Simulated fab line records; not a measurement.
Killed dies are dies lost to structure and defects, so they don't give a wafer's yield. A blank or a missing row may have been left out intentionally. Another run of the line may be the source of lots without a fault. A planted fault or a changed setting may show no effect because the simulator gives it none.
The tool behind it: which one?	flow sky130	route of 708 steps, sampled at 1 step: 10 lots, 30 wafers

## WHAT THE GAUGES READ, wafer by wafer
SKY_METAL4_CD_MEAS_13: target cd 300 nm.
lot	measured	on	cd_nm (nm)
L934	day 41 14:22	cd_sem-02	300.9 301.5 301.0
L936	day 42 06:04	cd_sem-01	298.6 297.5 297.8
L937	day 42 20:49	cd_sem-02	300.8 299.5 299.7
L938	day 42 22:22	cd_sem-01	298.9 299.1 298.2
L939	day 43 11:10	cd_sem-02	297.5 298.1 298.3
L946	day 45 03:58	cd_sem-01	300.3 299.1 299.7
L952	day 46 09:34	cd_sem-01	297.0 296.3 297.8
L951	day 46 12:40	cd_sem-01	298.8 301.7 300.1
L953	day 46 20:28	cd_sem-02	300.3 299.4 299.3
L954	day 47 01:13	cd_sem-02	299.0 299.2 298.0

## WHAT TOOL EACH LOT RAN ON (gives the tool, then ch and the chambers of the sampled wafers, and finally the start)
There is no process step in the record ahead of these readings.

## THE ANSWER, worked out from the rows above alone
Rule: the usual values come from the lots themselves. Put in order of their means at a reading, lots are off if they are a third of the lots or fewer, leave a main group of 4 or more, and stand apart from it by a gap of 3 or more times the standard deviation of the main group's means; of several such gaps the widest counts. If all means in a main group match to the digits the tables above print for the reading, that group is not used. A lot without any number at a reading at which 4 lots or more have one is off too. Where the step has rows for the other lots, those lots are counted as sound.
No lot is off on any of the readings shown, so nothing can be concluded from this.

## WHAT HAD BEEN PUT IN BY THE SIMULATOR
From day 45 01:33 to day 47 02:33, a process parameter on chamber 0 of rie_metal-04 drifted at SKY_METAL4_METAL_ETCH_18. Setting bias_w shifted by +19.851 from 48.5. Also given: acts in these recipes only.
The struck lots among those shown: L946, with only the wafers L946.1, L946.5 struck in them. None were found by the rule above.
